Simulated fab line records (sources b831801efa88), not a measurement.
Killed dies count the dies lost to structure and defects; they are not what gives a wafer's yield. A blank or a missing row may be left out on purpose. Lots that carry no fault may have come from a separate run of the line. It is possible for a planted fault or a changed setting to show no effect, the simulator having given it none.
Which tool did it? | flow gf180mcu | 12 lots, 36 wafers sampled, at 6 steps of a route of 602

WHAT THE GAUGES SHOWED, per wafer
GF_HV_LDD_TW_MEAS_38. Usual: for HV_LDD_3_TW the level is 1441 and the standard deviation is 27.
lot  | measured     | on           | HV_LDD_3_TW    | flag
L110 | day 11 11:25 | filmMetro-04 | 1481 1482 1479 | 
L118 | day 13 22:11 | filmMetro-03 | 1445 1448 1436 | 
L121 | day 15 02:10 | filmMetro-01 | 1411 1407 1416 | 
L125 | day 16 09:50 | filmMetro-04 | 1490 1482 1484 | 
L126 | day 17 02:06 | filmMetro-03 | 1443 1449 1451 | 
L127 | day 17 08:07 | filmMetro-04 | 1476 1482 1476 | 
L128 | day 17 14:39 | filmMetro-04 | 1479 1480 1482 | 
L129 | day 17 21:22 | filmMetro-01 | 1407 1413 1410 | 
L130 | day 18 03:23 | filmMetro-03 | 1436 1445 1442 | 
L131 | day 18 13:46 | filmMetro-03 | 1436 1445 1444 | 
L132 | day 18 18:46 | filmMetro-03 | 1440 1441 1446 | 
L133 | day 19 02:29 | filmMetro-04 | 1478 1482 1477 | 

GF_PSD_RS_MEAS_14: the measuring method here is four-point-probe. Usual: for NSD_RS the level is 46.10 ohm/sq and the standard deviation is 0.095.
lot  | measured     | on           | NSD_RS (ohm/sq)   | flag
L110 | day 14 03:20 | filmMetro-03 | 46.15 46.21 46.15 | 
L118 | day 16 19:55 | filmMetro-01 | 40.93 41.01 40.99 | OFF
L121 | day 18 00:08 | filmMetro-02 | 40.95 40.93 41.01 | OFF
L125 | day 19 11:28 | filmMetro-03 | 46.11 46.14 46.08 | 
L126 | day 20 04:40 | filmMetro-03 | 46.05 46.08 46.11 | 
L127 | day 20 09:52 | filmMetro-01 | 46.04 46.07 46.08 | 
L128 | day 20 15:57 | filmMetro-01 | 46.12 46.07 46.04 | 
L129 | day 21 00:16 | filmMetro-01 | 46.07 45.97 46.14 | 
L130 | day 21 06:49 | filmMetro-02 | 46.12 46.16 46.11 | 
L131 | day 21 17:06 | filmMetro-02 | 46.21 46.25 46.22 | 
L132 | day 21 22:26 | filmMetro-02 | 46.13 46.10 46.31 | 
L133 | day 22 07:07 | filmMetro-02 | 46.12 46.11 46.12 | 

GF_PSD_RS_MEAS_15: the measuring method here is four-point-probe. Usual: for PSD_RS the level is 108.6 ohm/sq and the standard deviation is 0.32.
lot  | measured     | on           | PSD_RS (ohm/sq)   | flag
L110 | day 14 03:28 | filmMetro-03 | 108.4 108.4 108.5 | 
L118 | day 16 20:02 | filmMetro-01 | 94.0 93.8 93.6    | OFF
L121 | day 18 00:16 | filmMetro-02 | 94.0 93.7 93.9    | OFF
L125 | day 19 11:35 | filmMetro-03 | 108.5 108.6 108.4 | 
L126 | day 20 04:47 | filmMetro-03 | 109.1 108.5 108.5 | 
L127 | day 20 09:59 | filmMetro-01 | 108.5 108.1 108.3 | 
L128 | day 20 16:04 | filmMetro-01 | 108.7 108.7 108.4 | 
L129 | day 21 00:23 | filmMetro-01 | 108.2 108.3 108.8 | 
L130 | day 21 06:56 | filmMetro-02 | 108.8 108.8 109.2 | 
L131 | day 21 17:13 | filmMetro-02 | 108.5 108.6 108.4 | 
L132 | day 21 22:34 | filmMetro-02 | 108.3 108.2 108.5 | 
L133 | day 22 07:14 | filmMetro-02 | 108.9 108.8 108.8 | 

TOOL THAT RAN EACH LOT (tool first, then ch and the chambers of the sampled wafers, then the start)
lot  | GF_HV_LDD_STRIP_49                  | GF_PSD_STRIP_10                     | GF_PSD_RTA_13
L110 | plasmaAsher-03 ch 0,1, day 12 07:06 | plasmaAsher-03 ch 0,1, day 14 03:02 | rtpAnneal-02 ch 0, day 14 03:15
L118 | plasmaAsher-03 ch 0,1, day 14 19:57 | plasmaAsher-04 ch 0,1, day 16 19:36 | rtpAnneal-02 ch 0, day 16 19:49
L121 | plasmaAsher-01 ch 1, day 15 23:41   | plasmaAsher-02 ch 0, day 17 23:50   | rtpAnneal-02 ch 0, day 18 00:03
L125 | plasmaAsher-03 ch 0, day 17 08:59   | plasmaAsher-02 ch 0,1, day 19 11:09 | rtpAnneal-01 ch 0, day 19 11:22
L126 | plasmaAsher-01 ch 0,1, day 18 01:09 | plasmaAsher-02 ch 0,1, day 20 04:22 | rtpAnneal-01 ch 0, day 20 04:35
L127 | plasmaAsher-02 ch 0,1, day 18 06:36 | plasmaAsher-02 ch 1, day 20 09:33   | rtpAnneal-01 ch 0, day 20 09:46
L128 | plasmaAsher-02 ch 0,1, day 18 13:44 | plasmaAsher-04 ch 0,1, day 20 15:33 | rtpAnneal-01 ch 0, day 20 15:52
L129 | plasmaAsher-02 ch 0,1, day 18 20:26 | plasmaAsher-04 ch 0,1, day 20 23:58 | rtpAnneal-01 ch 0, day 21 00:11
L130 | plasmaAsher-01 ch 0,1, day 19 02:52 | plasmaAsher-04 ch 0,1, day 21 06:30 | rtpAnneal-01 ch 0, day 21 06:43
L131 | plasmaAsher-02 ch 0,1, day 19 14:14 | plasmaAsher-04 ch 0,1, day 21 16:47 | rtpAnneal-01 ch 0, day 21 17:01
L132 | plasmaAsher-01 ch 0,1, day 19 18:51 | plasmaAsher-02 ch 0,1, day 21 22:07 | rtpAnneal-01 ch 0, day 21 22:21
L133 | plasmaAsher-01 ch 0,1, day 20 03:11 | plasmaAsher-03 ch 0,1, day 22 06:47 | rtpAnneal-02 ch 0, day 22 07:01
- GF_HV_LDD_STRIP_49: strips in O2/N2.
- GF_PSD_STRIP_10: strips in O2/N2.
- GF_PSD_RTA_13: time 20 s.

WHAT THE TOOLS THEMSELVES READ (means of the sampled wafers that have a number; where no wafer has one, the mark that the record gives instead)
GF_HV_LDD_STRIP_49. Usual: drypumpMotorCurrentA 5.7 A, standard deviation 0.62; heaterPowerW 341 W, standard deviation 27; oesProductAu 0.716 a.u., standard deviation 0.0046; stripTimeToEndpointS 12.63 s, standard deviation 0.037.
lot  | tool           | drypumpMotorCurrentA (A) | heaterPowerW (W) | oesProductAu (a.u.) | stripTimeToEndpointS (s) | flag
L110 | plasmaAsher-03 | 5.7                      | 348              | 0.720               | 12.63                    | 
L118 | plasmaAsher-03 | 5.7                      | 345              | 0.712               | 12.61                    | 
L121 | plasmaAsher-01 | 6.6                      | 375              | 0.711               | 12.61                    | 
L125 | plasmaAsher-03 | 6.1                      | 369              | 0.717               | 12.66                    | 
L126 | plasmaAsher-01 | 5.7                      | 342              | 0.716               | 12.57                    | 
L127 | plasmaAsher-02 | 5.4                      | 330              | 0.711               | 12.66                    | 
L128 | plasmaAsher-02 | 5.7                      | 336              | 0.717               | 12.69                    | 
L129 | plasmaAsher-02 | 5.5                      | 333              | 0.716               | 12.60                    | 
L130 | plasmaAsher-01 | 5.7                      | 349              | 0.719               | 12.64                    | 
L131 | plasmaAsher-02 | 5.7                      | 333              | 0.720               | 12.68                    | 
L132 | plasmaAsher-01 | 6.2                      | 365              | 0.715               | 12.58                    | 
L133 | plasmaAsher-01 | 6.2                      | 365              | 0.714               | 12.65                    | 

GF_PSD_STRIP_10. Usual: drypumpMotorCurrentA 5.7 A, standard deviation 0.47; heaterPowerW 333 W, standard deviation 22; oesProductAu 0.592 a.u., standard deviation 0.0044; stripTimeToEndpointS 16.53 s, standard deviation 0.039.
lot  | tool           | drypumpMotorCurrentA (A) | heaterPowerW (W) | oesProductAu (a.u.) | stripTimeToEndpointS (s) | flag
L110 | plasmaAsher-03 | 5.2                      | 323              | 0.589               | 16.57                    | 
L118 | plasmaAsher-04 | 6.0                      | 331              | 0.591               | 16.55                    | 
L121 | plasmaAsher-02 | 5.9                      | 339              | 0.597               | 16.59                    | 
L125 | plasmaAsher-02 | 5.4                      | 330              | 0.589               | 16.58                    | 
L126 | plasmaAsher-02 | 5.7                      | 334              | 0.595               | 16.49                    | 
L127 | plasmaAsher-02 | 5.2                      | 320              | 0.591               | 16.51                    | 
L128 | plasmaAsher-04 | 6.0                      | 328              | 0.593               | 16.55                    | 
L129 | plasmaAsher-04 | 6.0                      | 328              | 0.592               | 16.51                    | 
L130 | plasmaAsher-04 | 6.0                      | 342              | 0.593               | 16.53                    | 
L131 | plasmaAsher-04 | 6.0                      | 338              | 0.593               | 16.52                    | 
L132 | plasmaAsher-02 | 5.4                      | 329              | 0.596               | 16.56                    | 
L133 | plasmaAsher-03 | 5.2                      | 316              | 0.596               | 16.44                    | 

GF_PSD_RTA_13. Usual: chamberO2Ppm 2.002, standard deviation 0.023; lampPowerPct 33.0 %, standard deviation 1.6; wafer_temp_C_max 1030.6, standard deviation 1.4.
lot  | tool         | chamberO2Ppm | lampPowerPct (%) | wafer_temp_C_max | flag
L110 | rtpAnneal-02 | 1.987        | 35.0             | 1028.4           | 
L118 | rtpAnneal-02 | 1.996        | 38.2             | 1063.2           | OFF
L121 | rtpAnneal-02 | 1.986        | 38.3             | 1063.2           | OFF
L125 | rtpAnneal-01 | 2.005        | 31.8             | 1031.6           | 
L126 | rtpAnneal-01 | 1.990        | 31.8             | 1031.5           | 
L127 | rtpAnneal-01 | 1.989        | 31.8             | 1031.4           | 
L128 | rtpAnneal-01 | 1.992        | 31.8             | 1032.0           | 
L129 | rtpAnneal-01 | 1.968        | 31.8             | 1031.5           | 
L130 | rtpAnneal-01 | 2.007        | 31.8             | 1032.3           | 
L131 | rtpAnneal-01 | 1.961        | 31.8             | 1031.1           | 
L132 | rtpAnneal-01 | 2.005        | 31.8             | 1030.9           | 
L133 | rtpAnneal-02 | 1.990        | 35.0             | 1028.9           | 

THE ANSWER, worked out from the rows above alone
Rule: a lot is off if the mean of its wafers that have a number lies more than 3 standard deviations from the usual mean. Also off: a lot with no number at a reading for which 4 or more lots have one. Any other lot the step has rows for is counted as sound. After the gauges, taken in route order, come the tools' own readings; for these a lot's mean is taken, as printed above. The first step at which some lot is off is used, and at that step the reading that is off furthest; a lot without a number counts as furthest.
Off: L118, L121, at GF_PSD_RS_MEAS_14 (NSD_RS).
A tool fits if, at a process step before that reading, it ran every lot that is off, and no sound lot after the first of them. Not tried: the gauges at GF_PSD_RS_MEAS_14; whatever is off there is also off at GF_PSD_RTA_13, on other tools, and gauge error can't account for it. Of those tried, none fits.

WHAT HAD BEEN PUT IN BY THE SIMULATOR
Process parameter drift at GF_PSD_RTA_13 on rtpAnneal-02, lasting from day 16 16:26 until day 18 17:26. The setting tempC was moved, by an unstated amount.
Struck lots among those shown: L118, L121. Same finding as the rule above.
